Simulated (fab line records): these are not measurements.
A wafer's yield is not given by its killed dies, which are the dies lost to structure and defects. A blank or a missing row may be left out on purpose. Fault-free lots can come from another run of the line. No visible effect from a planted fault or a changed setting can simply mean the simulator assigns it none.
fab line records ; flow sky130
record: lots: 6; wafers: 18; last_day: 50
route steps=708 shown RES_XHIGH@339 SD_N@342 SD_P@359 PAD_OPEN@708
lots that met no fault: taken from a fault-free run of the same line
start_h: hours from the record's first day to the start of the lot's first wafer shown ; wait_h: hours since the lot's step before ; " as in the row above ; L1.1+2: a row that stands for several wafers ; - no value, or no start was given ; * or withheld: withheld ; < > ~ a bound
route shown NAME@n: NAME is a module with steps in the file, n the number in the route of the first one ; usual: mean/standard deviation taken from wafers without a fault ; same: alike in all rows ; chamber/n: place in a boat ; sites: readings site by site ; _std_site: the values' standard deviation ; _edge_site: outer sites' mean less inner sites' ; radius_mm: for every site, how far away it sits from the centre of the wafer ; mask NAME#n: copy n ; behind: tool/chamber where the wafer was last shaped ; hold: why the lot went on hold/how many hours it stayed there/how the hold came to an end ; device: whichever transistor did not switch (one of n, p or np) ; end of line: tests of these same wafers at the route's end ; a step without rows: its recipe alone ; killed: dies lost to structure and defects at the first sort, not the wafer's yield ; map: a wafer's dies, x killed, . not, _ none there
set.NAME: setting as actually run; set.NAME@STEP: the setting as run at that earlier step ; model.NAME: the simulator's own value behind a step, which no gauge read
a table for each step, a row for each wafer; lots at some steps of the route
services: from which hour (start_h, from the record's first day; less than 0 if before it) a tool's chamber was out of use, for how many hours, and why
== steps ==
step: SKY_RES_XHIGH_IMPLANT_07
recipe: species: BF2; energy_kev: 20; dose_cm2: 3.6e+14; tilt_deg: 0
step: SKY_RES_XHIGH_STRIP_08
recipe: chemistry: O2/N2; power_w: 1400; pressure_mtorr: 1500; platen_temp_c: withheld; o2_flow_sccm: 3000; n2_flow_sccm: 300; overash_fraction: 0.5
usual: drypump_motor_current_A: 5.7/0.51; oes_product_au: 0.711/0.0045; strip_time_to_endpoint_s: 14.27/0.047
lot.wafer;tool;chamber;start_h;wait_h;drypump_motor_current_A;oes_product_au;rf_hours_counter_h;strip_time_to_endpoint_s
L788.1;plasma_asher-04;0;658.83;0.1;4.9;0.711;57;14.24
L788.4;plasma_asher-04;0;658.83;0.1;4.9;0.717;-;14.24
L788.6;plasma_asher-04;1;658.83;0.1;6.2;0.705;-;14.24
L794.1;plasma_asher-02;1;714.63;0.1;5.8;0.715;102;14.23
L794.4;plasma_asher-02;1;714.63;0.1;5.8;0.705;-;14.22
L794.6;plasma_asher-02;1;714.63;0.1;5.8;0.708;-;14.24
L795.1;plasma_asher-02;1;725.91;0.1;5.8;0.713;103;14.27
L795.5;plasma_asher-02;1;725.91;0.1;5.8;0.702;-;14.28
L795.6;plasma_asher-02;0;725.91;0.1;6.0;0.717;-;14.27
L798.1;plasma_asher-02;1;731.75;0.1;5.8;0.710;103;14.23
L798.2;plasma_asher-02;0;731.75;0.1;6.0;0.706;103;14.21
L798.5;plasma_asher-02;0;731.75;0.1;6.0;0.708;-;14.17
L801.2;plasma_asher-02;0;755.50;0.1;6.0;0.712;1;14.22
L801.3;plasma_asher-02;0;755.50;0.1;6.0;0.711;-;14.18
L801.5;plasma_asher-02;1;755.50;0.1;5.8;0.706;-;14.23
L804.1;plasma_asher-04;0;780.01;0.1;4.9;0.719;70;14.29
L804.2;plasma_asher-04;1;780.01;0.1;6.2;0.705;70;14.30
L804.6;plasma_asher-04;1;780.01;0.1;6.2;0.707;-;14.28
step: SKY_RES_XHIGH_TW_MEAS_09
usual: RES_XHIGH_TW: 1640/9.5
lot.wafer;tool;chamber;start_h;wait_h;RES_XHIGH_TW
L788.1;film_metro-03;-;658.93;0.1;1637
L788.4;film_metro-03;-;658.93;0.1;1644
L788.6;film_metro-03;-;658.93;0.1;1648
L794.1;film_metro-02;-;714.73;0.1;1641
L794.4;film_metro-02;-;714.73;0.1;1643
L794.6;film_metro-02;-;714.73;0.1;1643
L795.1;film_metro-02;-;726.01;0.1;1650
L795.5;film_metro-02;-;726.01;0.1;1649
L795.6;film_metro-02;-;726.01;0.1;1642
L798.1;film_metro-01;-;731.85;0.1;1622
L798.2;film_metro-01;-;731.85;0.1;1622
L798.5;film_metro-01;-;731.85;0.1;1628
L801.2;film_metro-03;-;755.61;0.1;1660
L801.3;film_metro-03;-;755.61;0.1;1663
L801.5;film_metro-03;-;755.61;0.1;1653
L804.1;film_metro-01;-;780.11;0.1;1641
L804.2;film_metro-01;-;780.11;0.1;1634
L804.6;film_metro-01;-;780.11;0.1;1632
step: SKY_SD_N_DEHYDRATE_00
recipe: temp_c: 200; time_s: 60
step: SKY_SD_N_HMDS_01
recipe: prime_time_s: 60; prime_temp_c: 120
step: SKY_SD_N_COAT_02
recipe: resist: NOVOLAK; spin_rpm: 3000; resist_thk_nm: 1140
step: SKY_SD_N_SOFTBAKE_03
recipe: temp_c: 90; time_s: 60; resist: NOVOLAK
step: SKY_SD_N_EXPOSE_04
recipe: mask_id: NSDM; na: 0.6; source_shape: conventional; sigma_outer: 0.6; polarization: unpolarized; target_cd_nm: 380; dose_mj: 141
step: SKY_SD_N_PEB_05
recipe: temp_c: withheld; time_s: *; resist: NOVOLAK
step: SKY_SD_N_DEVELOP_06
recipe: resist: NOVOLAK; developer: TMAH; develop_time_s: 60; dev_temp_c: 23
step: SKY_SD_N_CD_MEAS_07
recipe: target_cd_nm: 380
usual: cd_nm: 380.6/2.6
lot.wafer;tool;chamber;start_h;wait_h;cd_nm
L788.1;cd_sem-02;-;687.50;0.1;383.1
L788.4;cd_sem-02;-;687.50;0.1;383.2
L788.6;cd_sem-02;-;687.50;0.1;384.8
L794.1;cd_sem-01;-;742.38;0.1;381.3
L794.4;cd_sem-01;-;742.38;0.1;380.4
L794.6;cd_sem-01;-;742.38;0.1;381.0
L795.1;cd_sem-01;-;753.08;0.1;380.1
L795.5;cd_sem-01;-;753.08;0.1;380.7
L795.6;cd_sem-01;-;753.08;0.1;380.3
L798.1;cd_sem-02;-;758.28;0.1;383.0
L798.2;cd_sem-02;-;758.28;0.1;379.6
L798.5;cd_sem-02;-;758.28;0.1;381.7
L801.2;cd_sem-01;-;781.55;0.1;378.3
L801.3;cd_sem-01;-;781.55;0.1;380.7
L801.5;cd_sem-01;-;781.55;0.1;378.7
L804.1;cd_sem-01;-;807.08;0.1;387.0
L804.2;cd_sem-01;-;807.08;0.1;387.7
L804.6;cd_sem-01;-;807.08;0.1;387.2
step: SKY_SD_N_OVL_MEAS_08
usual: SD_N_OVL: -0.9/1.4
lot.wafer;tool;chamber;start_h;wait_h;SD_N_OVL[nm]
L788.1;overlay-01;-;687.62;0.1;-2.2
L788.4;overlay-01;-;687.62;0.1;-0.2
L788.6;overlay-01;-;687.62;0.1;-1.2
L794.1;overlay-01;-;742.50;0.1;-0.7
L794.4;overlay-01;-;742.50;0.1;-0.9
L794.6;overlay-01;-;742.50;0.1;-1.5
L795.1;overlay-02;-;753.20;0.1;-0.2
L795.5;overlay-02;-;753.20;0.1;-1.5
L795.6;overlay-02;-;753.20;0.1;-1.1
L798.1;overlay-02;-;758.40;0.1;-2.5
L798.2;overlay-02;-;758.40;0.1;-2.2
L798.5;overlay-02;-;758.40;0.1;-2.5
L801.2;overlay-02;-;781.65;0.1;-3.1
L801.3;overlay-02;-;781.65;0.1;-1.2
L801.5;overlay-02;-;781.65;0.1;0.0
L804.1;overlay-02;-;807.20;0.1;1.7
L804.2;overlay-02;-;807.20;0.1;0.5
L804.6;overlay-02;-;807.20;0.1;0.6
step: SKY_SD_N_IMPLANT_09
recipe: species: As; energy_kev: 50; dose_cm2: 4e+15; tilt_deg: 0
lot.wafer;tool;chamber;start_h;wait_h
L788.1+4+6;implanter-01;0;687.65;0.0
L794.1+4+6;implanter-02;0;742.53;0.0
L795.1+5+6;implanter-01;0;753.24;0.0
L798.1+2+5;implanter-01;0;758.44;0.0
L801.2+3+5;implanter-03;0;781.71;0.0
L804.1+2+6;implanter-03;0;807.24;0.0
step: SKY_SD_N_IMPLANT_10
recipe: species: P; energy_kev: 20; dose_cm2: 1e+14; tilt_deg: 0
step: SKY_SD_N_STRIP_11
recipe: chemistry: O2/N2; power_w: 1400; pressure_mtorr: 1500; platen_temp_c: withheld; o2_flow_sccm: 3000; n2_flow_sccm: 300; overash_fraction: 0.5
usual: drypump_motor_current_A: 5.6/0.6; oes_product_au: 0.527/0.0044; strip_time_to_endpoint_s: 22.54/0.048
lot.wafer;tool;chamber;start_h;wait_h;drypump_motor_current_A;oes_product_au;rf_hours_counter_h;strip_time_to_endpoint_s
L788.1;plasma_asher-01;0;687.95;0.1;5.2;0.525;82;22.56
L788.4;plasma_asher-01;1;687.95;0.1;6.3;0.527;-;22.57
L788.6;plasma_asher-01;1;687.95;0.1;6.3;0.532;-;22.46
L794.1;plasma_asher-01;1;742.83;0.1;6.3;0.527;88;22.55
L794.4;plasma_asher-01;0;742.83;0.1;5.1;0.533;-;22.51
L794.6;plasma_asher-01;1;742.83;0.1;6.3;0.518;-;22.51
L795.1;plasma_asher-03;1;753.54;0.1;5.9;0.533;31;22.26
L795.5;plasma_asher-03;1;753.54;0.1;5.9;0.527;-;22.21
L795.6;plasma_asher-03;0;753.54;0.1;4.8;0.528;-;22.27
L798.1;plasma_asher-01;0;758.74;0.1;5.2;0.529;90;22.23
L798.2;plasma_asher-01;1;758.74;0.1;6.3;0.526;90;22.30
L798.5;plasma_asher-01;0;758.74;0.1;5.2;0.528;-;22.26
L801.2;plasma_asher-03;1;781.98;0.1;5.9;0.528;34;22.51
L801.3;plasma_asher-03;0;781.98;0.1;4.8;0.525;-;22.51
L801.5;plasma_asher-03;0;781.98;0.1;4.8;0.521;-;22.54
L804.1;plasma_asher-03;0;807.54;0.1;4.8;0.534;37;22.53
L804.2;plasma_asher-03;1;807.54;0.1;5.8;0.528;37;22.51
L804.6;plasma_asher-03;1;807.54;0.1;5.8;0.527;-;22.47
step: SKY_SD_N_TW_MEAS_12
usual: SD_N_TW: 3986/27
lot.wafer;tool;chamber;start_h;wait_h;SD_N_TW
L788.1;film_metro-03;-;688.05;0.1;4026
L788.4;film_metro-03;-;688.05;0.1;4022
L788.6;film_metro-03;-;688.05;0.1;4021
L794.1;film_metro-01;-;742.93;0.1;3931
L794.4;film_metro-01;-;742.93;0.1;3946
L794.6;film_metro-01;-;742.93;0.1;3950
L795.1;film_metro-03;-;753.64;0.1;4025
L795.5;film_metro-03;-;753.64;0.1;4022
L795.6;film_metro-03;-;753.64;0.1;4023
L798.1;film_metro-01;-;758.84;0.1;3970
L798.2;film_metro-01;-;758.84;0.1;3977
L798.5;film_metro-01;-;758.84;0.1;3952
L801.2;film_metro-01;-;782.09;0.1;3974
L801.3;film_metro-01;-;782.09;0.1;3953
L801.5;film_metro-01;-;782.09;0.1;3956
L804.1;film_metro-02;-;807.64;0.1;4003
L804.2;film_metro-02;-;807.64;0.1;4014
L804.6;film_metro-02;-;807.64;0.1;3993
step: SKY_SD_N_CLEAN_13
recipe: chemistry: SC1/SC2; mix: 1:4:20; temp_c: 70; time_s: 150; dry: n2_spin
step: SKY_SD_N_RTA_14
recipe: temp_c: 1075; time_s: 2; idle_temp_c: 650; ramp_up_c_per_s: 150; ramp_down_c_per_s: 90; ambient: N2
usual: lamp_power_pct: 15.73/0.052; wafer_temp_C_max: 1078.4/1.4
lot.wafer;tool;chamber;start_h;wait_h;lamp_power_pct;wafer_temp_C_max
L788.1;rtp_anneal-02;0;688.16;0.0;15.73;1078.6
L788.4;rtp_anneal-02;0;688.16;0.0;15.72;1078.1
L788.6;rtp_anneal-02;0;688.16;0.0;15.66;1079.5
L794.1;rtp_anneal-01;0;743.04;0.0;15.88;1078.8
L794.4;rtp_anneal-01;0;743.04;0.0;15.81;1078.3
L794.6;rtp_anneal-01;0;743.04;0.0;15.72;1079.3
L795.1;rtp_anneal-01;0;753.76;0.0;15.78;1077.8
L795.5;rtp_anneal-01;0;753.76;0.0;15.76;1078.3
L795.6;rtp_anneal-01;0;753.76;0.0;15.83;1078.9
L798.1;rtp_anneal-02;0;758.95;0.0;15.78;1076.3
L798.2;rtp_anneal-02;0;758.95;0.0;15.75;1076.8
L798.5;rtp_anneal-02;0;758.95;0.0;15.74;1079.0
L801.2;rtp_anneal-01;0;782.20;0.0;15.78;1079.9
L801.3;rtp_anneal-01;0;782.20;0.0;15.75;1078.5
L801.5;rtp_anneal-01;0;782.20;0.0;15.86;1075.5
L804.1;rtp_anneal-02;0;807.75;0.0;15.77;1079.7
L804.2;rtp_anneal-02;0;807.75;0.0;15.75;1078.0
L804.6;rtp_anneal-02;0;807.75;0.0;15.73;1079.5
step: SKY_SD_N_RS_MEAS_16
recipe: thk_meas_gauge: four-point-probe
usual: SD_N_RS: 68.58/0.11
lot.wafer;tool;chamber;start_h;wait_h;hold;SD_N_RS[ohm/sq]
L788.1;film_metro-01;-;688.34;0.1;-;68.53
L788.4;film_metro-01;-;688.34;0.1;-;68.49
L788.6;film_metro-01;-;688.34;0.1;-;68.59
L794.1;film_metro-02;-;743.21;0.1;-;68.72
L794.4;film_metro-02;-;743.21;0.1;-;68.67
L794.6;film_metro-02;-;743.21;0.1;-;68.59
L795.1;film_metro-02;-;753.93;0.1;await_dispo/0.2h/release;69.22
L795.5;film_metro-02;-;753.93;0.1;await_dispo/0.2h/release;69.30
L795.6;film_metro-02;-;753.93;0.1;await_dispo/0.2h/release;69.13
L795.1;film_metro-02;-;754.29;0.3;-;69.49
L795.5;film_metro-02;-;754.29;0.3;-;69.07
L795.6;film_metro-02;-;754.29;0.3;-;69.01
L798.1;film_metro-03;-;759.13;0.1;await_dispo/0.2h/release;69.05
L798.2;film_metro-03;-;759.13;0.1;await_dispo/0.2h/release;69.23
L798.5;film_metro-03;-;759.13;0.1;await_dispo/0.2h/release;69.11
L798.1;film_metro-03;-;759.49;0.3;-;69.22
L798.2;film_metro-03;-;759.49;0.3;-;69.27
L798.5;film_metro-03;-;759.49;0.3;-;69.20
L801.2;film_metro-01;-;782.38;0.1;-;68.46
L801.3;film_metro-01;-;782.38;0.1;-;68.40
L801.5;film_metro-01;-;782.38;0.1;-;68.51
L804.1;film_metro-03;-;807.92;0.1;-;68.71
L804.2;film_metro-03;-;807.92;0.1;-;68.66
L804.6;film_metro-03;-;807.92;0.1;-;68.68
step: SKY_SD_N_RS_MEAS_17
recipe: thk_meas_gauge: four-point-probe
usual: SD_P_RS: 147.2/0.37
lot.wafer;tool;chamber;start_h;wait_h;hold;SD_P_RS[ohm/sq]
L788.1;film_metro-01;-;688.46;0.1;-;147.2
L788.4;film_metro-01;-;688.46;0.1;-;146.8
L788.6;film_metro-01;-;688.46;0.1;-;146.8
L794.1;film_metro-02;-;743.33;0.1;-;147.5
L794.4;film_metro-02;-;743.33;0.1;-;147.7
L794.6;film_metro-02;-;743.33;0.1;-;147.2
L795.1;film_metro-02;-;756.59;2.3;await_dispo/2.1h/release;147.7
L795.5;film_metro-02;-;756.59;2.3;await_dispo/2.1h/release;147.4
L795.6;film_metro-02;-;756.59;2.3;await_dispo/2.1h/release;147.1
L798.1;film_metro-03;-;761.42;1.9;await_dispo/1.8h/release;147.1
L798.2;film_metro-03;-;761.42;1.9;await_dispo/1.8h/release;147.2
L798.5;film_metro-03;-;761.42;1.9;await_dispo/1.8h/release;146.6
L801.2;film_metro-01;-;782.50;0.1;-;146.8
L801.3;film_metro-01;-;782.50;0.1;-;146.6
L801.5;film_metro-01;-;782.50;0.1;-;146.7
L804.1;film_metro-03;-;808.04;0.1;-;148.1
L804.2;film_metro-03;-;808.04;0.1;-;148.1
L804.6;film_metro-03;-;808.04;0.1;-;148.0
step: SKY_PAD_OPEN_PROBE_99
usual: killed_at_M0_to_M3: 44/7.5; killed_at_M4_up: 2.9/1.8; killed_at_contacts: 24/5.1; killed_at_front_end: 16/4.7; killed_at_other: 0.3/0.46; killed_dies: 87/9.9; killed_open: 47/8; killed_short: 39/6.3
same: gross_dies: 492; killed_at_back_side: 0
lot.wafer;tool;chamber;start_h;wait_h;killed_at_M0_to_M3;killed_at_M4_up;killed_at_contacts;killed_at_front_end;killed_at_other;killed_dies;killed_open;killed_short;model.etest.res_ndiff_hv.rs_ohm_sq;model.etest.res_ndiff.rs_ohm_sq;model.etest.res_ndiff.rs_ohm_sq_range
L788.1;prober-01;-;1103.70;0.1;51;2;28;22;0;103;57;46;112.5;118.8;3.169
L788.4;prober-01;-;1103.85;0.2;53;1;28;16;0;98;55;43;111.9;118.5;4.557
L788.6;prober-01;-;1103.95;0.2;41;0;29;14;1;85;46;38;112.4;118.4;4.687
L794.1;prober-02;-;1145.25;0.1;44;1;23;16;0;84;45;39;116.9;123.5;2.28
L794.4;prober-02;-;1145.40;0.2;35;7;15;21;1;79;36;41;117.5;124.3;2.195
L794.6;prober-02;-;1145.50;0.2;38;2;20;28;0;88;44;43;117.4;122;3.283
L795.1;prober-02;-;1154.20;0.1;38;0;17;11;0;66;45;21;116;121.6;3.064
L795.5;prober-02;-;1154.40;0.2;32;3;18;24;0;77;42;34;116.7;122.7;6.605
L795.6;prober-02;-;1154.45;0.2;40;6;22;18;0;86;46;40;116;121.8;4.382
L798.1;prober-01;-;1156.00;0.1;36;5;31;16;0;88;42;46;115.7;121.9;3.874
L798.2;prober-01;-;1156.05;0.1;41;4;22;24;0;91;42;48;116;121.8;5.666
L798.5;prober-01;-;1156.20;0.2;32;4;24;16;0;76;40;35;115.9;123.3;5.266
L801.2;prober-02;-;1173.93;0.1;58;2;29;17;0;106;60;46;113.9;119.7;1.954
L801.3;prober-02;-;1173.98;0.2;41;2;28;14;1;86;37;48;114.3;121.2;5.017
L801.5;prober-02;-;1174.08;0.2;49;5;30;9;0;93;50;42;115.2;121;4.143
L804.1;prober-01;-;1190.65;0.1;46;1;30;21;0;98;57;41;113.7;119.8;2.809
L804.2;prober-01;-;1190.70;0.1;55;2;30;14;1;102;56;46;112.5;119.9;2.452
L804.6;prober-01;-;1190.90;0.2;62;7;28;14;0;111;65;46;113.5;119.3;2.74
killed by level:class
L788.1 VIA1:geometric_particle:open=14 CONTACT:geometric_particle:open=8 POLY_GATE:geometric_particle:short=7 VIA2:geometric_particle:open=7 POLY_GATE:geometric_particle:open=6 VIA3:geometric_particle:open=6 FIELD_ISO:geometric_particle:open=5 LI_CONTACT:geometric_particle:open=5
L788.4 VIA1:geometric_particle:open=18 CONTACT:geometric_particle:open=9 VIA3:geometric_particle:open=7 LI_CONTACT:geometric_particle:short=6 METAL2:geometric_particle:short=5 LI_CONTACT:geometric_particle:open=5 CONTACT:geometric_particle:short=5 METAL1:geometric_particle:short=4
L788.6 CONTACT:geometric_particle:open=9 METAL2:geometric_particle:short=9 VIA1:geometric_particle:open=9 LI_CONTACT:geometric_particle:open=8 VIA2:geometric_particle:open=5 VIA1:geometric_particle:short=5 LOCAL_INTERCONNECT:geometric_particle:short=4 METAL1:geometric_particle:short=4
L794.1 VIA1:geometric_particle:open=10 LI_CONTACT:geometric_particle:open=7 VIA3:geometric_particle:open=7 CONTACT:geometric_particle:open=7 METAL1:geometric_particle:short=6 VIA1:geometric_particle:short=5 FIELD_ISO:geometric_particle:open=4 POLY_GATE:geometric_particle:short=4
L794.4 VIA3:geometric_particle:open=7 METAL4:geometric_particle:short=6 FIELD_ISO:geometric_particle:open=5 CONTACT:geometric_particle:open=5 METAL1:geometric_particle:short=5 VIA2:geometric_particle:open=5 POLY_GATE:geometric_particle:short=4 VIA1:geometric_particle:short=4
L794.6 VIA1:geometric_particle:open=9 POLY_GATE:geometric_particle:short=7 FIELD_ISO:geometric_particle:open=6 POLY_GATE:geometric_particle:open=6 FIELD_ISO:geometric_particle:short=5 LI_CONTACT:geometric_particle:open=5 LOCAL_INTERCONNECT:geometric_particle:short=5 VIA1:geometric_particle:short=5
L795.1 VIA1:geometric_particle:open=10 VIA2:geometric_particle:open=8 CONTACT:geometric_particle:open=7 VIA3:geometric_particle:open=7 FIELD_ISO:geometric_particle:short=4 LI_CONTACT:geometric_particle:open=4 VIA1:geometric_particle:short=4 LOCAL_INTERCONNECT:geometric_particle:short=3
L795.5 CONTACT:geometric_particle:open=7 VIA1:geometric_particle:open=7 FIELD_ISO:geometric_particle:open=6 VIA3:geometric_particle:short=6 VIA3:geometric_particle:open=6 FIELD_ISO:geometric_particle:short=5 LI_CONTACT:geometric_particle:open=5 POLY_GATE:geometric_particle:short=4
L795.6 VIA1:geometric_particle:open=9 CONTACT:geometric_particle:open=9 POLY_GATE:geometric_particle:short=6 VIA2:geometric_particle:open=6 VIA3:geometric_particle:open=6 LOCAL_INTERCONNECT:geometric_particle:short=5 METAL1:geometric_particle:short=5 FIELD_ISO:geometric_particle:open=4
L798.1 CONTACT:geometric_particle:open=10 LI_CONTACT:geometric_particle:open=8 CONTACT:geometric_particle:short=8 METAL2:geometric_particle:short=7 VIA1:geometric_particle:short=6 VIA1:geometric_particle:open=6 FIELD_ISO:geometric_particle:open=5 POLY_GATE:geometric_particle:short=5
L798.2 CONTACT:geometric_particle:open=11 FIELD_ISO:geometric_particle:short=10 METAL2:geometric_particle:short=9 VIA1:geometric_particle:open=8 LI_CONTACT:geometric_particle:open=6 METAL1:geometric_particle:short=5 POLY_GATE:geometric_particle:short=4 METAL4:geometric_particle:short=4
L798.5 CONTACT:geometric_particle:open=10 LI_CONTACT:geometric_particle:open=7 VIA2:geometric_particle:open=6 FIELD_ISO:geometric_particle:open=5 CONTACT:geometric_particle:short=4 METAL2:geometric_particle:short=4 VIA3:geometric_particle:open=4 METAL1:geometric_particle:short=4
L801.2 VIA2:geometric_particle:open=14 LI_CONTACT:geometric_particle:open=10 METAL1:geometric_particle:short=8 VIA1:geometric_particle:open=7 CONTACT:geometric_particle:open=7 VIA3:geometric_particle:open=7 METAL2:geometric_particle:short=6 LOCAL_INTERCONNECT:geometric_particle:short=5
L801.3 VIA3:geometric_particle:open=9 VIA1:geometric_particle:open=8 CONTACT:geometric_particle:short=7 METAL1:geometric_particle:short=6 METAL2:geometric_particle:short=6 CONTACT:geometric_particle:open=6 FIELD_ISO:geometric_particle:short=5 LOCAL_INTERCONNECT:geometric_particle:short=5
L801.5 CONTACT:geometric_particle:open=12 VIA1:geometric_particle:open=11 LI_CONTACT:geometric_particle:open=9 METAL1:geometric_particle:short=8 METAL2:geometric_particle:short=5 VIA3:geometric_particle:short=5 CONTACT:geometric_particle:short=4 VIA2:geometric_particle:short=4
L804.1 CONTACT:geometric_particle:open=12 VIA1:geometric_particle:open=11 LI_CONTACT:geometric_particle:open=8 POLY_GATE:geometric_particle:short=7 POLY_GATE:geometric_particle:open=6 VIA3:geometric_particle:open=6 FIELD_ISO:geometric_particle:open=5 CONTACT:geometric_particle:short=5
L804.2 CONTACT:geometric_particle:open=15 VIA1:geometric_particle:open=12 LI_CONTACT:geometric_particle:open=8 METAL2:geometric_particle:short=8 METAL1:geometric_particle:short=7 VIA2:geometric_particle:open=7 POLY_GATE:geometric_particle:short=6 VIA1:geometric_particle:short=6
L804.6 CONTACT:geometric_particle:open=14 VIA1:geometric_particle:open=13 VIA3:geometric_particle:open=12 VIA1:geometric_particle:short=10 METAL1:geometric_particle:short=7 LI_CONTACT:geometric_particle:open=5 LOCAL_INTERCONNECT:geometric_particle:short=5 FIELD_ISO:geometric_particle:open=4
== services ==
tool;chamber;start_h;hours;kind
implanter-01;-;660.33;6.0;pm
plasma_asher-02;-;715.90;0.7;repair
implanter-01;-;732.96;0.8;repair
plasma_asher-02;-;733.75;9.0;pm
plasma_asher-02;0;733.75;9.0;vent_cycle
plasma_asher-02;1;733.75;9.0;vent_cycle
plasma_asher-02;0;742.75;-;clean
plasma_asher-02;1;742.75;-;clean
plasma_asher-01;-;768.38;1.8;repair
== key ==
first_sign: step: SKY_SD_N_STRIP_11; reading: strip_time_to_endpoint_s; direction: down; sigmas: 6.1; usual: *; struck: *
effect: step: SKY_SD_N_RS_MEAS_16; reading: visit; direction: added
effect: step: SKY_SD_N_RS_MEAS_16; reading: SD_N_RS; direction: up; sigmas: 5.4; usual: 68.58; struck: 69.17
model_effect: step: SKY_PAD_OPEN_PROBE_99; value: etest.res_ndiff_hv.rs_ohm_sq; without: 113.2; struck: 116
met_at SKY_SD_N_IMPLANT_09
struck_wafers L795.1,L795.5,L795.6,L798.1,L798.2,L798.5
tester_left_out L795,L798
onset_between 687.65 753.24
fault: kind: process_parameter_drift; tool: implanter-01; chamber: -; onset_h: 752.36; steps: SKY_SD_N_IMPLANT_09; channel: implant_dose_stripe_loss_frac; offset: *; shape: step; end_h: 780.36
tester_left_out: of these lots the tester's yield and bins aren't shown, on N5 and GAA mostly nor the transistor test; their killed dies are dies lost to structure and defects alone, not to doping, threshold or leakage, so they don't give the yield
